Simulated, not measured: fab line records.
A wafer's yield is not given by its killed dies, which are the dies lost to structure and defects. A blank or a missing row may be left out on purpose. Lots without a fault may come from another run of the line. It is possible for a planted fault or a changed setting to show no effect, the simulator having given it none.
Problem report in the 8D (eight disciplines) form, filled by code + flow gf180mcu + the parts of the form that need people (team, actions taken, sign-off) are left out

1. THE ISSUE
Mean of oes product au at GF_VT_IMPLANT_STRIP_09: 0.874 a.u. over 3 wafers from 1 lot, against 0.715 a.u. (standard deviation 0.0046) on wafers with no fault. Relative to the usual mean, that is a shift of +35 standard deviations.
The step: strips in O2/N2.
First seen on wafer L852.1, day 8 16:13, on plasma asher-02. At this step, 39 wafers from 13 lots have a number in the record. The rule behind "out" and "out of limits": a value lying over 4 standard deviations away from the usual mean. The other wafers with a number count as sound.

2. WHAT IT IS AND WHAT IT IS NOT
| question                    | is                     | is not                                                                                 |
|-----------------------------|------------------------|----------------------------------------------------------------------------------------|
| which readings at this step | oes product au         | drypump motor current A, heater power w                                                |
| which lots                  | L852                   | L840, L841, L842, L843, L844, L845, L846, L849, L860, L861, L862, L863                 |
| which wafers of those lots  | all that have a number | -                                                                                      |
| read on which tools         | plasma asher-02        | plasma asher-01, plasma asher-03                                                       |
| when                        | from day 8 16:13       | up to then (24 sound wafers); but 12 sound wafers of L860, L861, L862, L863 came after |

3. THE SUSPECTS, EACH WITH WHAT RULES IT OUT
Counting: any tool at a process step up to the reading is kept as a suspect provided that every lot that is out went through it and no sound lot did after the first of them.
- plasma asher-02 at GF_VT_IMPLANT_STRIP_09 (strips in O2/N2): ruled out as a lasting fault. The sound lots L860, L862 went through it after L852, its earliest lot that is out (day 8 16:13).
Left after counting: nothing in the record.

4. THE CAUSE (what the simulator had put in)
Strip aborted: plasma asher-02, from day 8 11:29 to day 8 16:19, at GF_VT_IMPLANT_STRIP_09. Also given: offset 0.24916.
Counting ruled it out, wrongly.

5. THE EFFECT CHAIN, in route order
Each row: a reading where the mean over the struck wafers with a number is more than 3 standard deviations away from the usual. Readings are gone through only where the record gives a usual standard deviation; hours: the median, over the lots, of the time from a lot's start at the first step in this table giving one to that lot's start at this step; sigmas: the change measured in usual standard deviations.
| hours | step                   | reading        | usual      | on struck wafers | change | sigmas |
|-------|------------------------|----------------|------------|------------------|--------|--------|
| 0     | GF_VT_IMPLANT_STRIP_09 | oes product au | 0.715 a.u. | 0.874            | +0.159 | +35    |
It contains these process steps:
- GF_VT_IMPLANT_STRIP_09: strips in O2/N2.
Readings that are blank on the struck wafers while sound wafers have them: strip time to endpoint s at GF_VT_IMPLANT_STRIP_09.
Later steps that measure or inspect, where all struck wafers having a row at the step show a number for every such reading and not one has moved that far: GF_VT_IMPLANT_OVL_MEAS_29, GF_HV_LDD_CD_MEAS_31, GF_PSD_OVL_MEAS_08.

6. HOW IT WOULD HAVE BEEN CAUGHT EARLIER
First out-of-limits reading in this record: day 8 16:13, which is 5 hours after fault onset at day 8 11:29.
